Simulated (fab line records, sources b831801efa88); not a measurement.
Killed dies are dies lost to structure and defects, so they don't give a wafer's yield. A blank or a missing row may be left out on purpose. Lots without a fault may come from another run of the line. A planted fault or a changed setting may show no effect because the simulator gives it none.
fab line records | flow sky130
record lots=24 wafers=72 last_day=50
route steps=708 shown POLY_GATE@227 RES_XHIGH@341 CONTACT@407 METAL1@451
lots that met no fault: from a run of the same line without faults
start_h: hours from the record's first day to the start of the lot's first wafer shown | wait_h: hours since the lot's step before | " the same as in the row above | L1.1+2: a row that stands for several wafers | - no value, or no start given | * or withheld: withheld | < > ~ a bound
route shown NAME@n: a module of which the file shows steps, and the number in the route of the first | usual: mean/standard deviation of fault-free wafers | same: alike in all rows | chamber/n: place in a boat | sites: the reading at each site | _std_site: their standard deviation | _edge_site: outer sites' mean less inner sites' | radius_mm: how far each site lies from the wafer's centre | mask NAME#n: copy n | behind: the tool/chamber that last shaped the wafer | hold: why the lot was held/for how many hours/how that ended | device: the transistor (n, p or np) that didn't switch | end of line: the same wafers' tests at the end of the route | a step without rows: its recipe alone | killed: dies lost to structure and defects at the first sort, not the wafer's yield | map: a wafer's dies, x killed, . not, _ none there
set.NAME: the setting as run; set.NAME@STEP: as run at that earlier step | model.NAME: the simulator's own value behind a step, which no gauge read
steps of the route over a sample of lots; a table a step, a row a wafer
services: from which hour (start_h, from the record's first day; less than 0 if before it) a tool's chamber was out of use, for how many hours, and why
## steps
# step SKY_POLY_GATE_CD_MEAS_13
# recipe target_cd_nm=150
# usual cd_nm=150.6/1.5
# columns lot.wafer tool chamber start_h wait_h cd_nm
L074.3 cd_sem-01 - 363.14 - 153.0
L074.5 " - " " 153.1
L074.6 " - " " 152.6
L075.3 cd_sem-02 - 368.04 - 153.8
L075.5 " - " " 152.7
L075.6 " - " " 153.0
L076.2 cd_sem-01 - 374.47 - 147.0
L076.4 " - " " 147.4
L076.6 " - " " 148.3
L077.1 cd_sem-01 - 385.85 - 149.6
L077.4 " - " " 148.1
L077.5 " - " " 148.3
L078.1 cd_sem-02 - 391.73 - 150.0
L078.4 " - " " 149.5
L078.5 " - " " 150.7
L079.2 cd_sem-01 - 412.39 - 150.2
L079.5 " - " " 151.6
L079.6 " - " " 150.6
L080.1 cd_sem-02 - 412.72 - 151.2
L080.3 " - " " 151.1
L080.4 " - " " 150.5
L081.3 cd_sem-02 - 421.16 - 148.0
L081.4 " - " " 149.8
L081.6 " - " " 149.9
L082.3 cd_sem-01 - 427.76 - 149.2
L082.4 " - " " 149.0
L082.6 " - " " 150.3
L083.1 cd_sem-01 - 444.62 - 152.1
L083.2 " - " " 151.9
L083.4 " - " " 150.0
L084.1 cd_sem-01 - 456.47 - 150.4
L084.2 " - " " 150.4
L084.4 " - " " 151.3
L085.1 cd_sem-02 - 457.68 - 149.9
L085.4 " - " " 150.5
L085.5 " - " " 149.9
L086.2 cd_sem-01 - 468.45 - 149.4
L086.4 " - " " 151.6
L086.5 " - " " 151.2
L087.1 cd_sem-01 - 475.23 - 150.4
L087.3 " - " " 150.4
L087.5 " - " " 149.6
L088.1 cd_sem-02 - 485.72 - 151.8
L088.3 " - " " 151.2
L088.4 " - " " 152.0
L089.1 cd_sem-02 - 494.32 - 150.6
L089.4 " - " " 149.5
L089.5 " - " " 149.5
L090.1 cd_sem-01 - 499.32 - 149.9
L090.4 " - " " 149.3
L090.5 " - " " 150.4
L091.2 cd_sem-02 - 515.39 - 151.5
L091.3 " - " " 151.6
L091.4 " - " " 151.9
L092.4 cd_sem-02 - 531.33 - 149.4
L092.5 " - " " 150.5
L092.6 " - " " 148.6
L097.1 cd_sem-02 - 576.83 - 152.0
L097.2 " - " " 150.0
L097.4 " - " " 152.1
L094.3 cd_sem-01 - 577.74 - 150.9
L094.4 " - " " 149.3
L094.6 " - " " 151.3
L095.1 cd_sem-01 - 579.25 - 151.5
L095.3 " - " " 150.9
L095.6 " - " " 150.8
L093.2 cd_sem-01 - 580.97 - 152.2
L093.5 " - " " 150.9
L093.6 " - " " 150.2
L096.2 cd_sem-01 - 584.85 - 151.0
L096.3 " - " " 151.2
L096.4 " - " " 151.6
# step SKY_POLY_GATE_ETCH_16
# recipe stop_on=poly-Si chemistry=CH3F/O2 target=Si3N4 source_w=400 bias_w=80 pressure_mtorr=25 ch3f_flow_sccm=40 O2_flow_sccm=30 time_s=147.5 target_depth_a=750
# usual bias_w=79.99/0.25 drypump_motor_current_A=5.7/0.34 oes_product_au=0.640/0.0048 throttle_valve_pct=10.535/0.0093
# columns lot.wafer tool chamber start_h wait_h bias_w drypump_motor_current_A oes_product_au rf_hours_counter_h throttle_valve_pct
L074.3 rie_diel-02 1 363.34 0.0 79.55 6.3 0.645 8 10.520
L074.5 " 3 " " 79.72 5.0 0.642 - 10.547
L074.6 " 2 " " 79.91 5.8 0.632 - 10.541
L075.3 rie_diel-02 2 368.24 0.0 79.94 5.7 0.650 3 10.558
L075.5 " 1 " " 79.85 6.3 0.647 - 10.530
L075.6 " 2 " " 80.04 5.7 0.638 - 10.540
L076.2 rie_diel-03 1 374.69 0.0 79.87 6.4 0.640 2 10.532
L076.4 " 1 " " 80.39 6.3 0.638 - 10.539
L076.6 " 3 " " 80.00 5.8 0.639 - 10.532
L077.1 rie_diel-04 2 386.09 0.0 80.09 6.0 0.641 6 10.538
L077.4 " 0 " " 79.77 5.7 0.638 98 10.519
L077.5 " 1 " " 80.09 5.7 0.644 - 10.513
L078.1 rie_diel-04 3 391.97 0.0 80.30 5.5 0.639 7 10.530
L078.4 " 2 " " 80.23 6.0 0.635 6 10.546
L078.5 " 2 " " 80.21 6.0 0.641 - 10.531
L079.2 rie_diel-03 0 412.61 0.0 79.94 5.7 0.629 100 10.535
L079.5 " 3 " " 80.20 5.8 0.636 - 10.550
L079.6 " 0 " " 79.80 5.7 0.638 - 10.530
L080.1 rie_diel-04 1 412.96 0.0 80.01 5.7 0.653 11 10.528
L080.3 " 0 " " 79.97 5.7 0.640 99 10.544
L080.4 " 2 " " 79.79 6.0 0.644 6 10.539
L081.3 rie_diel-03 3 421.36 0.0 79.86 5.8 0.632 91 10.509
L081.4 " 2 " " 79.85 5.8 0.641 7 10.538
L081.6 " 2 " " 79.83 5.7 0.641 - 10.538
L082.3 rie_diel-03 0 427.96 0.0 79.92 5.7 0.645 101 10.550
L082.4 " 3 " " 79.59 5.8 0.637 92 10.536
L082.6 " 3 " " 79.73 5.7 0.638 - 10.534
L083.1 rie_diel-04 0 444.86 0.0 80.20 5.7 0.631 99 10.540
L083.2 " 1 " " 79.59 5.7 0.636 12 10.521
L083.4 " 2 " " 80.20 6.0 0.638 7 10.526
L084.1 rie_diel-02 1 456.71 0.0 79.62 6.3 0.631 10 10.540
L084.2 " 2 " " 80.17 5.7 0.643 5 10.554
L084.4 " 0 " " 79.61 5.5 0.641 14 10.548
L085.1 rie_diel-04 0 457.92 0.0 80.36 5.8 0.639 100 10.535
L085.4 " 2 " " 80.06 6.0 0.643 7 10.545
L085.5 " 3 " " 79.82 5.5 0.640 - 10.530
L086.2 rie_diel-02 1 468.67 0.0 80.09 6.3 0.638 10 10.542
L086.4 " 3 " " 80.02 5.0 0.639 10 10.542
L086.5 " 2 " " 80.01 5.7 0.645 - 10.545
L087.1 rie_diel-04 2 475.47 0.0 80.00 6.0 0.639 8 10.538
L087.3 " 3 " " 79.98 5.5 0.641 9 10.541
L087.5 " 1 " " 80.12 5.7 0.637 - 10.537
L088.1 rie_diel-03 3 485.96 0.0 79.82 5.8 0.634 93 10.536
L088.3 " 2 " " 80.04 5.8 0.633 8 10.529
L088.4 " 0 " " 80.07 5.7 0.635 0 10.529
L089.1 rie_diel-04 1 494.56 0.0 79.98 5.7 0.642 13 10.533
L089.4 " 0 " " 79.72 5.8 0.648 0 10.541
L089.5 " 2 " " 80.41 6.0 0.645 - 10.544
L090.1 rie_diel-04 0 499.56 0.0 79.95 5.7 0.646 0 10.525
L090.4 " 1 " " 80.36 5.7 0.638 13 10.539
L090.5 " 3 " " 79.42 5.5 0.633 - 10.556
L091.2 rie_diel-02 3 515.61 0.0 80.58 5.0 0.633 11 10.550
L091.3 " 2 " " 79.98 5.7 0.646 6 10.538
L091.4 " 1 " " 80.24 6.3 0.639 11 10.542
L092.4 rie_diel-02 1 531.51 0.0 79.89 6.3 0.644 12 10.529
L092.5 " 1 " " 79.86 6.3 0.638 - 10.517
L092.6 " 0 " " 80.41 5.5 0.640 - 10.537
L097.1 rie_diel-02 1 577.07 0.0 79.84 6.3 0.647 12 10.519
L097.2 " 0 " " 80.00 5.6 0.635 16 10.544
L097.4 " 2 " " 79.20 5.7 0.642 7 10.536
L094.3 rie_diel-04 0 577.94 0.0 80.06 5.7 0.631 1 10.541
L094.4 " 2 " " 79.93 6.0 0.634 10 10.530
L094.6 " 3 " " 80.14 5.5 0.636 - 10.552
L095.1 rie_diel-02 1 579.49 0.0 80.07 6.3 0.637 12 10.529
L095.3 " 2 " " 79.99 5.7 0.639 7 10.538
L095.6 " 1 " " 79.97 6.3 0.639 - 10.527
L093.2 rie_diel-02 3 581.19 0.0 80.39 5.0 0.643 11 10.548
L093.5 " 3 " " 79.88 5.0 0.635 - 10.525
L093.6 " 0 " " 80.08 5.5 0.636 - 10.535
L096.2 rie_diel-02 0 585.07 0.0 80.05 5.5 0.640 17 10.526
L096.3 " 1 " " 79.74 6.3 0.645 12 10.528
L096.4 " 3 " " 80.08 5.0 0.636 12 10.536
# step SKY_RES_XHIGH_TW_MEAS_09
# usual RES_XHIGH_TW=1638/11
# columns lot.wafer tool chamber start_h wait_h RES_XHIGH_TW
L074.3 film_metro-02 - 610.27 0.1 1632
L074.5 " - " " 1625
L074.6 " - " " 1636
L075.3 film_metro-04 - 616.32 0.1 1647
L075.5 " - " " 1642
L075.6 " - " " 1642
L076.2 film_metro-03 - 620.36 0.1 1642
L076.4 " - " " 1636
L076.6 " - " " 1630
L077.1 film_metro-03 - 633.08 0.1 1626
L077.4 " - " " 1625
L077.5 " - " " 1617
L078.1 film_metro-02 - 641.95 0.1 1629
L078.4 " - " " 1644
L078.5 " - " " 1639
L079.2 film_metro-02 - 657.46 0.1 1610
L079.5 " - " " 1620
L079.6 " - " " 1614
L080.1 film_metro-03 - 657.75 0.1 1630
L080.3 " - " " 1625
L080.4 " - " " 1626
L081.3 film_metro-04 - 665.95 0.1 1648
L081.4 " - " " 1642
L081.6 " - " " 1639
L082.3 film_metro-02 - 675.57 0.1 1614
L082.4 " - " " 1626
L082.6 " - " " 1621
L083.1 film_metro-04 - 689.57 0.1 1644
L083.2 " - " " 1643
L083.4 " - " " 1641
L084.1 film_metro-03 - 700.53 0.1 1628
L084.2 " - " " 1623
L084.4 " - " " 1629
L085.1 film_metro-04 - 701.98 0.1 1629
L085.4 " - " " 1636
L085.5 " - " " 1638
L086.2 film_metro-02 - 709.44 0.1 1631
L086.4 " - " " 1626
L086.5 " - " " 1625
L087.1 film_metro-04 - 714.05 0.1 1639
L087.3 " - " " 1643
L087.5 " - " " 1630
L088.1 film_metro-03 - 725.12 0.1 1653
L088.3 " - " " 1642
L088.4 " - " " 1641
L089.1 film_metro-04 - 735.87 0.1 1636
L089.4 " - " " 1649
L089.5 " - " " 1643
L090.1 film_metro-03 - 739.32 0.1 1642
L090.4 " - " " 1647
L090.5 " - " " 1638
L091.2 film_metro-04 - 751.48 0.1 1643
L091.3 " - " " 1652
L091.4 " - " " 1642
L092.4 film_metro-03 - 766.48 0.1 1643
L092.5 " - " " 1650
L092.6 " - " " 1643
L094.3 film_metro-02 - 808.42 0.1 1625
L094.4 " - " " 1623
L094.6 " - " " 1633
L097.1 film_metro-04 - 808.43 0.1 1654
L097.2 " - " " 1664
L097.4 " - " " 1653
L095.1 film_metro-04 - 808.73 0.1 1656
L095.3 " - " " 1642
L095.6 " - " " 1661
L093.2 film_metro-02 - 810.74 0.1 1634
L093.5 " - " " 1621
L093.6 " - " " 1622
L096.2 film_metro-04 - 814.98 0.1 1649
L096.3 " - " " 1652
L096.4 " - " " 1651
# step SKY_SD_N_RS_MEAS_18
# recipe thk_meas_gauge=four-point-probe
# usual RES_XHIGH_RS=332.9/0.96
# columns lot.wafer tool chamber start_h wait_h RES_XHIGH_RS[ohm/sq]
L074.3 film_metro-04 - 640.36 0.1 333.3
L074.5 " - " " 334.9
L074.6 " - " " 333.7
L075.3 film_metro-02 - 646.73 0.1 330.4
L075.5 " - " " 332.5
L075.6 " - " " 333.1
L076.2 film_metro-03 - 649.51 0.1 335.3
L076.4 " - " " 334.4
L076.6 " - " " 334.1
L077.1 film_metro-04 - 662.58 0.1 331.8
L077.4 " - " " 332.9
L077.5 " - " " 333.0
L078.1 film_metro-04 - 670.62 0.1 332.3
L078.4 " - " " 333.5
L078.5 " - " " 331.8
L079.2 film_metro-03 - 686.59 0.1 335.2
L079.5 " - " " 334.3
L079.6 " - " " 333.4
L080.1 film_metro-02 - 687.57 0.1 333.7
L080.3 " - " " 332.3
L080.4 " - " " 332.4
L081.3 film_metro-02 - 696.01 0.1 332.6
L081.4 " - " " 333.7
L081.6 " - " " 333.9
L082.3 film_metro-02 - 705.15 0.1 332.2
L082.4 " - " " 331.9
L082.6 " - " " 333.8
L083.1 film_metro-04 - 717.32 0.1 332.0
L083.2 " - " " 331.6
L083.4 " - " " 331.0
L084.1 film_metro-03 - 728.42 0.1 332.8
L084.2 " - " " 332.6
L084.4 " - " " 332.6
L085.1 film_metro-04 - 729.87 0.1 333.6
L085.4 " - " " 333.0
L085.5 " - " " 331.9
L086.2 film_metro-02 - 737.83 0.1 331.9
L086.4 " - " " 333.6
L086.5 " - " " 333.8
L087.1 film_metro-03 - 742.13 0.1 333.2
L087.3 " - " " 333.4
L087.5 " - " " 333.6
L088.1 film_metro-04 - 752.94 0.1 332.0
L088.3 " - " " 332.9
L088.4 " - " " 331.6
L089.1 film_metro-02 - 764.18 0.1 333.9
L089.4 " - " " 334.5
L089.5 " - " " 332.8
L090.1 film_metro-03 - 767.58 0.1 333.0
L090.4 " - " " 332.3
L090.5 " - " " 333.6
L091.2 film_metro-02 - 779.54 0.1 332.4
L091.3 " - " " 332.6
L091.4 " - " " 332.6
L092.4 film_metro-02 - 793.73 0.1 332.7
L092.5 " - " " 331.7
L092.6 " - " " 331.5
L094.3 film_metro-02 - 835.21 0.1 332.5
L094.4 " - " " 334.8
L094.6 " - " " 333.1
L097.1 film_metro-04 - 835.47 0.1 333.6
L097.2 " - " " 332.4
L097.4 " - " " 332.4
L095.1 film_metro-03 - 835.97 0.1 333.3
L095.3 " - " " 333.4
L095.6 " - " " 333.6
L093.2 film_metro-03 - 837.78 0.1 331.8
L093.5 " - " " 331.7
L093.6 " - " " 332.0
L096.2 film_metro-03 - 842.26 0.1 333.3
L096.3 " - " " 333.4
L096.4 " - " " 332.9
# step SKY_CONTACT_THK_MEAS_01
# recipe reads=Si3N4_of_CONTACT_CVD_00
# usual CONTACT_CVD_00_THK=74.6/1.3
# columns lot.wafer tool chamber start_h wait_h CONTACT_CVD_00_THK[nm]
L074.3 film_metro-01 - 700.68 - 74.6
L074.5 " - " " 77.6
L074.6 " - " " 75.4
L075.3 film_metro-04 - 707.51 - 72.4
L075.5 " - " " 74.7
L075.6 " - " " 76.3
L076.2 film_metro-01 - 709.91 - 74.1
L076.4 " - " " 77.2
L076.6 " - " " 74.7
L077.1 film_metro-04 - 722.36 - 72.4
L077.4 " - " " 74.2
L077.5 " - " " 75.0
L078.1 film_metro-01 - 729.42 - 72.6
L078.4 " - " " 75.7
L078.5 " - " " 73.4
L079.2 film_metro-01 - 743.07 - 72.6
L079.5 " - " " 73.4
L079.6 " - " " 74.6
L080.1 film_metro-04 - 745.48 - 74.4
L080.3 " - " " 72.9
L080.4 " - " " 73.6
L081.3 film_metro-04 - 754.33 - 74.7
L081.4 " - " " 76.3
L081.6 " - " " 75.8
L082.3 film_metro-03 - 762.30 - 71.0
L082.4 " - " " 75.1
L082.6 " - " " 72.3
L083.1 film_metro-04 - 776.84 - 75.0
L083.2 " - " " 73.8
L083.4 " - " " 74.5
L084.1 film_metro-04 - 784.97 - 73.4
L084.2 " - " " 74.1
L084.4 " - " " 74.2
L085.1 film_metro-01 - 786.62 - 74.2
L085.4 " - " " 76.5
L085.5 " - " " 76.4
L086.2 film_metro-03 - 795.24 - 74.3
L086.4 " - " " 76.8
L086.5 " - " " 74.8
L087.1 film_metro-03 - 798.94 - 74.2
L087.3 " - " " 74.3
L087.5 " - " " 74.2
L088.1 film_metro-04 - 809.63 - 73.7
L088.3 " - " " 74.1
L088.4 " - " " 75.3
L089.1 film_metro-03 - 819.34 - 74.5
L089.4 " - " " 75.1
L089.5 " - " " 73.5
L090.1 film_metro-01 - 824.55 - 74.7
L090.4 " - " " 76.2
L090.5 " - " " 76.4
L091.2 film_metro-01 - 834.31 - 75.2
L091.3 " - " " 73.7
L091.4 " - " " 77.4
L092.4 film_metro-01 - 848.89 - 75.6
L092.5 " - " " 75.1
L092.6 " - " " 74.8
L094.3 film_metro-01 - 889.84 - 75.4
L094.4 " - " " 75.8
L094.6 " - " " 75.3
L097.1 film_metro-01 - 890.48 - 73.2
L097.2 " - " " 74.5
L097.4 " - " " 76.0
L095.1 film_metro-04 - 891.43 - 74.7
L095.3 " - " " 74.8
L095.6 " - " " 76.3
L093.2 film_metro-03 - 893.48 - 71.9
L093.5 " - " " 72.3
L093.6 " - " " 74.2
L096.2 film_metro-03 - 897.30 - 73.0
L096.3 " - " " 71.7
L096.4 " - " " 75.8
# step SKY_METAL1_DESCUM_17
# recipe chemistry=O2 source_power_w=150 bias_power_w=0 pressure_mtorr=10 temp_c=40 time_s=8
# usual drypump_motor_current_A=5.7/0.47 oes_product_au=0.998/0.012
# columns lot.wafer tool chamber start_h wait_h drypump_motor_current_A oes_product_au rf_hours_counter_h
L074.3 rie_metal-01 0 756.50 0.0 5.7 0.992 -
L074.5 " 1 " " 5.0 0.984 -
L074.6 " 0 " " 5.7 1.000 -
L075.3 rie_metal-01 0 764.27 0.0 5.7 0.991 -
L075.5 " 0 " " 5.7 1.002 -
L075.6 " 1 " " 5.0 0.994 -
L076.2 rie_metal-04 1 766.84 0.0 6.3 0.985 13
L076.4 " 1 " " 6.4 0.978 -
L076.6 " 0 " " 5.8 1.003 -
L077.1 rie_metal-04 1 779.66 0.0 6.3 0.961 13
L077.4 " 1 " " 6.3 0.979 -
L077.5 " 0 " " 5.8 1.002 -
L078.1 rie_metal-01 1 785.41 0.0 5.0 0.991 15
L078.4 " 1 " " 5.0 0.989 -
L078.5 " 1 " " 5.0 0.988 -
L079.2 rie_metal-04 1 799.94 0.0 6.4 0.972 14
L079.5 " 0 " " 5.8 1.008 -
L079.6 " 1 " " 6.4 0.969 -
L080.1 rie_metal-01 0 803.14 0.0 5.7 1.007 0
L080.3 " 0 " " 5.7 0.996 -
L080.4 " 0 " " 5.7 1.013 -
L081.3 rie_metal-04 1 811.00 0.0 6.3 0.974 -
L081.4 " 0 " " 5.8 1.000 -
L081.6 " 0 " " 5.7 1.002 -
L082.3 rie_metal-03 1 817.40 0.0 5.8 1.022 -
L082.4 " 0 " " 6.3 0.987 -
L082.6 " 0 " " 6.3 0.999 -
L083.1 rie_metal-01 0 832.34 0.0 5.7 1.000 2
L083.2 " 1 " " 5.0 0.993 0
L083.4 " 0 " " 5.7 0.996 -
L084.1 rie_metal-04 0 840.66 0.0 5.8 0.998 8
L084.2 " 1 " " 6.4 0.974 15
L084.4 " 0 " " 5.7 0.991 -
L085.1 rie_metal-01 0 842.19 0.0 5.7 1.009 2
L085.4 " 1 " " 5.0 1.002 -
L085.5 " 0 " " 5.7 1.009 -
L086.2 rie_metal-03 0 850.44 0.0 6.3 1.000 11
L086.4 " 1 " " 5.8 1.018 -
L086.5 " 1 " " 5.8 1.025 -
L087.1 rie_metal-03 0 853.79 0.0 6.3 0.993 11
L087.3 " 0 " " 6.3 0.993 -
L087.5 " 1 " " 5.8 1.013 -
L088.1 rie_metal-01 0 864.54 0.0 5.7 1.005 3
L088.3 " 0 " " 5.7 1.009 -
L088.4 " 1 " " 5.0 0.998 -
L089.1 rie_metal-04 0 874.09 0.0 5.8 0.997 10
L089.4 " 0 " " 5.8 1.005 -
L089.5 " 1 " " 6.4 0.984 -
L090.1 rie_metal-03 0 880.54 0.0 6.3 1.007 12
L090.4 " 0 " " 6.3 1.000 -
L090.5 " 1 " " 5.8 1.025 -
L091.2 rie_metal-01 1 888.31 0.0 5.0 0.990 3
L091.3 " 0 " " 5.7 1.013 -
L091.4 " 1 " " 5.0 0.998 -
L092.4 rie_metal-01 1 902.52 0.0 5.0 0.983 -
L092.5 " 0 " " 5.7 1.010 -
L092.6 " 1 " " 5.0 0.999 -
L094.3 rie_metal-04 0 943.00 0.0 5.8 0.998 -
L094.4 " 1 " " 6.4 1.006 -
L094.6 " 0 " " 5.8 1.012 -
L097.1 rie_metal-01 1 943.41 0.0 5.0 0.985 5
L097.2 " 0 " " 5.7 0.987 7
L097.4 " 1 " " 5.0 0.978 -
L095.1 rie_metal-03 1 944.29 0.0 5.8 1.020 7
L095.3 " 0 " " 6.3 0.990 -
L095.6 " 1 " " 5.8 1.007 -
L093.2 rie_metal-01 1 946.61 0.0 5.0 0.996 5
L093.5 " 1 " " 5.0 1.000 -
L093.6 " 0 " " 5.7 1.009 -
L096.2 rie_metal-01 0 949.74 0.0 5.7 1.001 7
L096.3 " 0 " " 5.8 0.997 -
L096.4 " 1 " " 5.0 0.999 -
## services
# columns tool chamber start_h hours kind
rie_diel-04 3 339.84 4.3 repair
rie_metal-04 1 357.17 24.4 repair
rie_diel-04 1 363.95 12.2 repair
rie_metal-03 - 370.86 0.4 repair
rie_diel-04 1 377.15 3.0 repair
rie_metal-04 0 380.65 3.1 repair
rie_metal-04 - 398.65 0.3 repair
rie_diel-02 0 472.11 1.7 repair
rie_diel-02 1 541.07 3.3 repair
rie_diel-02 - 552.89 15.6 pm
rie_diel-02 0 571.97 3.5 repair
rie_diel-02 - 614.11 0.9 repair
rie_diel-04 0 662.13 2.4 repair
rie_diel-04 1 662.46 16.5 repair
rie_diel-04 3 683.86 40.2 repair
rie_diel-02 0 692.55 27.0 repair
rie_diel-02 3 768.92 11.6 repair
rie_diel-04 3 785.62 1.3 repair
rie_diel-02 1 800.10 1.3 repair
rie_diel-02 3 823.65 17.4 repair
rie_diel-04 2 851.65 6.2 repair
rie_diel-04 - 864.37 2.8 pm
rie_diel-04 0 886.69 42.2 repair
rie_diel-02 - 947.96 2.8 pm
## key
fault none
